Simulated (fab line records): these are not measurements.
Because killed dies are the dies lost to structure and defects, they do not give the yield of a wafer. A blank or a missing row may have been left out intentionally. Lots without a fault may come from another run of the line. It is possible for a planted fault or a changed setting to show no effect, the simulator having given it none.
fab line records	flow gf180mcu
record lots=7	wafers=21	last_day=33
route steps=602 shown NWELL@52 LVPWELL@54 MVSD@66
lots untouched by any fault: they come from a run of this same line in which no faults occurred
start_h: the number of hours between the record's first day and the start of the first shown wafer of the lot	wait_h: hours elapsed since this lot's preceding step	" unchanged from the row above	L1.1+2: several wafers, shown together as one row	- no value present, or no start provided	* or withheld: withheld	< > ~ a bound
route shown NAME@n: a module of which the file shows steps, and the number in the route of the first	usual: mean/standard deviation taken from wafers without a fault	same: alike in all rows	chamber/n: place in a boat	sites: the reading at each site	_std_site: the standard deviation of these	_edge_site: inner sites' mean taken away from outer sites' mean	radius_mm: for every site, how far away it sits from the centre of the wafer	mask NAME#n: copy n	behind: the tool/chamber that last shaped the wafer	hold: the reason the lot was held/the length of the hold in hours/how it ended	device: whichever transistor did not switch (one of n, p or np)	end of line: at the end of the route, the tests of the same wafers	a step without rows: its recipe alone	killed: at the first sort, the dies lost to defects and structure; wafer yield is something else	map: a wafer's dies, marking killed ones x, the rest . and places with no die _
set.NAME: setting as actually run; set.NAME@STEP: the setting as run at that earlier step	model.NAME: the simulator's own value behind a step, which no gauge read
lots seen at some steps along the route; tables by step, rows by wafer
services: a tool's chamber out of use, with start hour (start_h, from the record's first day; less than 0 if before it), hours out, and reason
## steps
# step GF_NWELL_STRIP_10
# recipe chemistry=O2/N2	power_w=1400	pressure_mtorr=1500	platen_temp_c=250	o2_flow_sccm=3000	n2_flow_sccm=300	overash_fraction=0.5
# usual chamber_pressure_mTorr=1499.9/1.5	drypump_motor_current_A=5.2/0.49	heater_power_w=299/32	oes_product_au=0.722/0.0041	strip_time_to_endpoint_s=36.96/0.088
lot.wafer	tool	chamber	start_h	wait_h	chamber_pressure_mTorr	drypump_motor_current_A	heater_power_w	oes_product_au	rf_hours_counter_h	strip_time_to_endpoint_s
L973.1	plasma_asher-03	0	104.46	0.1	1502.4	4.7	334	0.727	47	36.97
L973.3	"	0	"	"	1498.0	4.7	337	0.722	-	36.97
L973.5	"	0	"	"	1499.8	4.7	333	0.725	-	36.83
L974.2	plasma_asher-01	0	113.28	0.1	1501.2	5.6	287	0.720	46	36.85
L974.5	"	1	"	"	1500.3	4.8	268	0.720	-	36.94
L974.6	"	0	"	"	1500.2	5.6	275	0.717	-	36.83
L975.2	plasma_asher-04	0	117.08	0.1	1500.3	4.8	272	0.733	30	36.96
L975.3	"	1	"	"	1501.8	5.2	352	0.724	-	37.02
L975.4	"	0	"	"	1499.6	4.8	283	0.724	-	37.02
L976.2	plasma_asher-01	0	122.06	0.1	1502.4	5.6	280	0.723	47	36.81
L976.3	"	1	"	"	1497.7	4.8	267	0.715	-	36.81
L976.4	"	0	"	"	1500.6	5.6	286	0.726	-	36.79
L977.2	plasma_asher-01	1	130.51	0.1	1499.4	4.9	265	0.719	48	36.95
L977.4	"	0	"	"	1498.5	5.6	271	0.715	-	36.92
L977.6	"	0	"	"	1499.9	5.6	283	0.718	-	37.02
L980.3	plasma_asher-01	0	143.77	0.1	1499.7	5.6	276	0.722	-	37.14
L980.4	"	1	"	"	1499.5	4.8	273	0.726	-	36.95
L980.6	"	1	"	"	1503.6	4.8	268	0.722	-	37.08
L981.1	plasma_asher-01	1	148.81	0.1	1498.7	4.8	272	0.723	50	36.89
L981.4	"	1	"	"	1498.9	4.8	269	0.721	-	36.98
L981.6	"	1	"	"	1500.2	4.8	267	0.719	-	36.85
# step GF_NWELL_TW_MEAS_11
# usual NWELL_TW=1565/9.8
lot.wafer	tool	chamber	start_h	wait_h	NWELL_TW
L973.1	film_metro-04	-	104.56	0.1	1569
L973.3	"	-	"	"	1569
L973.5	"	-	"	"	1572
L974.2	film_metro-04	-	113.39	0.1	1559
L974.5	"	-	"	"	1570
L974.6	"	-	"	"	1567
L975.2	film_metro-01	-	117.19	0.1	1553
L975.3	"	-	"	"	1566
L975.4	"	-	"	"	1557
L976.2	film_metro-04	-	122.17	0.1	1580
L976.3	"	-	"	"	1582
L976.4	"	-	"	"	1578
L977.2	film_metro-03	-	130.62	0.1	1561
L977.4	"	-	"	"	1560
L977.6	"	-	"	"	1561
L980.3	film_metro-01	-	143.85	0.1	1554
L980.4	"	-	"	"	1556
L980.6	"	-	"	"	1554
L981.1	film_metro-04	-	148.91	0.1	1565
L981.4	"	-	"	"	1564
L981.6	"	-	"	"	1568
# step GF_LVPWELL_DEHYDRATE_00
# recipe temp_c=200	time_s=60
# step GF_LVPWELL_HMDS_01
# recipe prime_time_s=60	prime_temp_c=120
# step GF_LVPWELL_COAT_02
# recipe spin_rpm=2000	resist_thk_nm=3000
# step GF_LVPWELL_SOFTBAKE_03
# recipe temp_c=110	time_s=withheld
# step GF_LVPWELL_EXPOSE_04
# recipe mask_id=LVPWELL	target_cd_nm=600	na=0.6	source_shape=conventional	sigma_outer=0.6	dose_mj=260
# step GF_LVPWELL_PEB_05
# recipe temp_c=115	time_s=withheld
# step GF_LVPWELL_DEVELOP_06
# recipe wall_angle_deg=90	develop_time_s=60	dev_temp_c=23
# step GF_LVPWELL_OVL_MEAS_07
# usual LVPWELL_OVL=-0.2/1.2
lot.wafer	tool	chamber	start_h	wait_h	LVPWELL_OVL[nm]
L973.1	overlay-01	-	119.05	-	-0.7
L973.3	"	-	"	"	-0.3
L973.5	"	-	"	"	0.0
L974.2	overlay-01	-	128.25	-	1.1
L974.5	"	-	"	"	-0.7
L974.6	"	-	"	"	-1.5
L975.2	overlay-01	-	132.20	-	-1.1
L975.3	"	-	"	"	-1.5
L975.4	"	-	"	"	-1.9
L976.2	overlay-01	-	136.66	-	-1.5
L976.3	"	-	"	"	0.6
L976.4	"	-	"	"	-0.7
L977.2	overlay-02	-	145.98	-	-0.9
L977.4	"	-	"	"	-1.9
L977.6	"	-	"	"	-1.2
L980.3	overlay-02	-	159.71	-	0.6
L980.4	"	-	"	"	0.9
L980.6	"	-	"	"	1.2
L981.1	overlay-02	-	164.50	-	0.3
L981.4	"	-	"	"	1.1
L981.6	"	-	"	"	0.0
# step GF_LVPWELL_IMPLANT_08
# recipe species=B	energy_kev=170	dose_cm2=1.5e+13	tilt_deg=0
# step GF_LVPWELL_IMPLANT_09
# recipe species=B	energy_kev=60	dose_cm2=5e+12	tilt_deg=0
# step GF_LVPWELL_STRIP_10
# recipe chemistry=O2/N2	power_w=1400	pressure_mtorr=1500	platen_temp_c=250	o2_flow_sccm=3000	n2_flow_sccm=300	overash_fraction=0.5
# usual chamber_pressure_mTorr=1500.0/1.5	drypump_motor_current_A=5.5/0.53	heater_power_w=335/38	oes_product_au=0.722/0.0043	strip_time_to_endpoint_s=36.97/0.12
lot.wafer	tool	chamber	start_h	wait_h	chamber_pressure_mTorr	drypump_motor_current_A	heater_power_w	oes_product_au	rf_hours_counter_h	strip_time_to_endpoint_s	model.coat_of_LVPWELL_COAT_02.thk_nm
L973.1	plasma_asher-02	0	119.39	0.1	-	-	-	-	-	-	2987
L973.3	"	0	"	"	-	-	-	-	-	-	2992
L973.5	"	1	"	"	-	-	-	-	-	-	2989
L974.2	plasma_asher-04	0	128.58	0.1	-	-	-	-	-	-	3009
L974.5	"	0	"	"	-	-	-	-	-	-	3003
L974.6	"	1	"	"	-	-	-	-	-	-	2997
L975.2	plasma_asher-04	0	132.53	0.1	-	-	-	-	-	-	3002
L975.3	"	1	"	"	-	-	-	-	-	-	2991
L975.4	"	0	"	"	-	-	-	-	-	-	2991
L976.2	plasma_asher-03	1	136.99	0.1	1499.2	6.1	324	0.719	2	37.14	0
L976.3	"	0	"	"	1501.4	4.7	330	0.728	-	37.09	0
L976.4	"	1	"	"	1498.6	6.1	328	0.730	-	37.05	0
L977.2	plasma_asher-02	0	146.31	0.1	1500.6	6.1	307	0.729	47	37.04	0
L977.4	"	0	"	"	1503.4	6.1	301	0.726	-	37.04	0
L977.6	"	0	"	"	1498.3	6.1	307	0.727	-	37.08	0
L980.3	plasma_asher-02	0	160.07	0.1	1501.6	6.1	301	0.724	-	37.04	0
L980.4	"	1	"	"	1499.8	5.5	378	0.721	-	37.09	0
L980.6	"	1	"	"	1499.8	5.5	393	0.724	-	36.93	0
L981.1	plasma_asher-03	0	164.84	0.1	1497.5	4.7	331	0.718	5	37.19	0
L981.4	"	1	"	"	1500.0	6.1	336	0.724	-	37.22	0
L981.6	"	0	"	"	1498.9	4.7	335	0.725	-	37.20	0
# step GF_LVPWELL_TW_MEAS_11
# usual LVPWELL_TW=556/3.1
lot.wafer	tool	chamber	start_h	wait_h	LVPWELL_TW
L973.1	film_metro-03	-	119.49	0.1	552
L973.3	"	-	"	"	553
L973.5	"	-	"	"	554
L974.2	film_metro-04	-	128.69	0.1	564
L974.5	"	-	"	"	558
L974.6	"	-	"	"	565
L975.2	film_metro-04	-	132.64	0.1	563
L975.3	"	-	"	"	563
L975.4	"	-	"	"	564
L976.2	film_metro-03	-	137.10	0.1	556
L976.3	"	-	"	"	555
L976.4	"	-	"	"	556
L977.2	film_metro-03	-	146.42	0.1	556
L977.4	"	-	"	"	557
L977.6	"	-	"	"	554
L980.3	film_metro-04	-	160.16	0.1	557
L980.4	"	-	"	"	557
L980.6	"	-	"	"	558
L981.1	film_metro-01	-	164.94	0.1	553
L981.4	"	-	"	"	551
L981.6	"	-	"	"	549
# step GF_MVSD_DEHYDRATE_00
# recipe temp_c=200	time_s=60
# step GF_MVSD_HMDS_01
# recipe prime_time_s=60	prime_temp_c=120
# step GF_MVSD_COAT_02
# recipe spin_rpm=2000	resist_thk_nm=3000
# step GF_MVSD_SOFTBAKE_03
# recipe temp_c=110	time_s=withheld
# step GF_MVSD_EXPOSE_04
# recipe mask_id=MVSD	target_cd_nm=1000	na=0.6	source_shape=conventional	sigma_outer=0.6	dose_mj=260
# step GF_MVSD_PEB_05
# recipe temp_c=115	time_s=withheld
# step GF_MVSD_DEVELOP_06
# recipe wall_angle_deg=90	develop_time_s=60	dev_temp_c=23
# step GF_MVSD_OVL_MEAS_07
# usual MVSD_OVL=0.6/1.7
lot.wafer	tool	chamber	start_h	wait_h	MVSD_OVL[nm]
L973.1	overlay-02	-	134.15	-	-1.0
L973.3	"	-	"	"	-0.8
L973.5	"	-	"	"	0.5
L974.2	overlay-02	-	143.91	-	-1.4
L974.5	"	-	"	"	-1.0
L974.6	"	-	"	"	-0.2
L975.2	overlay-02	-	148.41	-	-0.3
L975.3	"	-	"	"	0.1
L975.4	"	-	"	"	1.4
L976.2	overlay-02	-	152.81	-	2.6
L976.3	"	-	"	"	1.4
L976.4	"	-	"	"	3.5
L977.2	overlay-01	-	162.65	-	2.1
L977.4	"	-	"	"	0.7
L977.6	"	-	"	"	2.1
L980.3	overlay-01	-	176.33	-	-0.3
L980.4	"	-	"	"	-1.1
L980.6	"	-	"	"	-1.3
L981.1	overlay-01	-	181.42	-	2.0
L981.4	"	-	"	"	1.9
L981.6	"	-	"	"	2.1
# step GF_MVSD_IMPLANT_08
# recipe species=P	energy_kev=400	dose_cm2=1.6e+13	tilt_deg=0
# step GF_MVSD_IMPLANT_09
# recipe species=P	energy_kev=100	dose_cm2=5e+12	tilt_deg=0
# step GF_MVSD_STRIP_10
# recipe chemistry=O2/N2	power_w=1400	pressure_mtorr=1500	platen_temp_c=250	o2_flow_sccm=3000	n2_flow_sccm=300	overash_fraction=0.5
# usual chamber_pressure_mTorr=1500.0/1.3	drypump_motor_current_A=5.4/0.49	heater_power_w=302/40	oes_product_au=0.722/0.0044	strip_time_to_endpoint_s=36.95/0.09
lot.wafer	tool	chamber	start_h	wait_h	chamber_pressure_mTorr	drypump_motor_current_A	heater_power_w	oes_product_au	rf_hours_counter_h	strip_time_to_endpoint_s
L973.1	plasma_asher-02	1	134.48	0.1	1499.9	5.5	394	0.743	45	81.08
L973.3	"	1	"	"	1499.5	5.5	378	0.746	-	81.19
L973.5	"	0	"	"	1500.6	6.1	306	0.737	-	81.14
L974.2	plasma_asher-01	0	144.24	0.1	1499.9	5.6	276	0.733	50	81.34
L974.5	"	0	"	"	1500.5	5.6	275	0.737	-	81.28
L974.6	"	1	"	"	1498.9	4.8	265	0.748	-	81.16
L975.2	plasma_asher-03	0	148.74	0.1	1502.9	4.7	329	0.747	3	81.40
L975.3	"	1	"	"	1499.7	6.1	337	0.747	-	81.26
L975.4	"	0	"	"	1498.8	4.7	341	0.747	-	81.14
L976.2	plasma_asher-01	0	153.14	0.1	1502.8	5.7	284	0.718	51	36.92
L976.3	"	0	"	"	1500.6	5.6	279	0.716	-	36.94
L976.4	"	1	"	"	1499.6	4.8	270	0.721	-	36.87
L977.2	plasma_asher-01	0	163.28	0.2	1497.9	5.6	278	0.723	51	36.83
L977.4	"	0	"	"	1498.0	5.6	281	0.732	-	36.85
L977.6	"	1	"	"	1500.7	4.8	274	0.722	-	36.76
L980.3	plasma_asher-01	0	176.69	0.1	1501.0	5.6	280	0.714	-	36.86
L980.4	"	1	"	"	1499.2	4.8	272	0.726	-	36.81
L980.6	"	0	"	"	1499.9	5.6	275	0.719	-	36.83
L981.1	plasma_asher-02	0	181.76	0.1	1499.9	6.1	309	0.726	51	37.01
L981.4	"	0	"	"	1501.7	6.1	309	0.725	-	36.95
L981.6	"	1	"	"	1500.1	5.5	393	0.719	-	36.89
# step GF_MVSD_TW_MEAS_11
# usual MVSD_TW=1569/8.9
lot.wafer	tool	chamber	start_h	wait_h	hold	MVSD_TW
L973.1	film_metro-04	-	134.58	0.1	await_dispo/0.2h/release	30
L973.3	"	-	"	"	await_dispo/0.2h/release	30
L973.5	"	-	"	"	await_dispo/0.2h/release	30
L973.1	film_metro-04	-	134.81	0.2	-	30
L973.3	"	-	"	"	-	30
L973.5	"	-	"	"	-	30
L974.2	film_metro-03	-	144.35	0.1	await_dispo/0.2h/release	30
L974.5	"	-	"	"	await_dispo/0.2h/release	30
L974.6	"	-	"	"	await_dispo/0.2h/release	30
L974.2	film_metro-03	-	144.62	0.3	-	30
L974.5	"	-	"	"	-	30
L974.6	"	-	"	"	-	30
L975.2	film_metro-01	-	148.85	0.1	await_dispo/0.2h/release	30
L975.3	"	-	"	"	await_dispo/0.2h/release	30
L975.4	"	-	"	"	await_dispo/0.2h/release	29
L975.2	film_metro-01	-	149.08	0.2	-	30
L975.3	"	-	"	"	-	30
L975.4	"	-	"	"	-	30
L976.2	film_metro-01	-	153.25	0.1	-	1554
L976.3	"	-	"	"	-	1563
L976.4	"	-	"	"	-	1553
L977.2	film_metro-03	-	163.39	0.1	-	1567
L977.4	"	-	"	"	-	1569
L977.6	"	-	"	"	-	1566
L980.3	film_metro-03	-	176.78	0.1	-	1567
L980.4	"	-	"	"	-	1577
L980.6	"	-	"	"	-	1572
L981.1	film_metro-01	-	181.86	0.1	-	1578
L981.4	"	-	"	"	-	1574
L981.6	"	-	"	"	-	1575
## services
tool	chamber	start_h	hours	kind
plasma_asher-03	-	88.46	1.3	repair
plasma_asher-04	-	95.53	10.6	repair
plasma_asher-03	-	108.75	9.0	pm
plasma_asher-03	0	108.75	9.0	vent_cycle
plasma_asher-03	1	108.75	9.0	vent_cycle
plasma_asher-03	0	117.75	-	clean
plasma_asher-03	1	117.75	-	clean
plasma_asher-01	-	155.15	2.8	pm
plasma_asher-03	-	169.62	14.6	pm
## key
first_sign step=GF_LVPWELL_STRIP_10	reading=tool_record	direction=missing
effect step=GF_MVSD_STRIP_10	reading=strip_time_to_endpoint_s	direction=up	sigmas=99+	usual=*	struck=*
effect step=GF_MVSD_TW_MEAS_11	reading=visit	direction=added
effect step=GF_MVSD_TW_MEAS_11	reading=MVSD_TW	direction=down	sigmas=99+	usual=1569	struck=30
model_effect step=GF_LVPWELL_STRIP_10	value=coat_of_LVPWELL_COAT_02.thk_nm	without=0	struck=2996
met_at GF_LVPWELL_STRIP_10
struck_wafers L973.1,L973.3,L973.5,L974.2,L974.5,L974.6,L975.2,L975.3,L975.4
scrapped_behind GF_MVSD_TW_MEAS_11 L973.1,L973.3,L973.5,L974.2,L974.5,L974.6,L975.2,L975.3,L975.4
fault kind=skipped_step_whole	tool=plasma_asher-02,plasma_asher-04	chamber=-	onset_h=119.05	steps=GF_LVPWELL_STRIP_10	scope=struck_lots_only
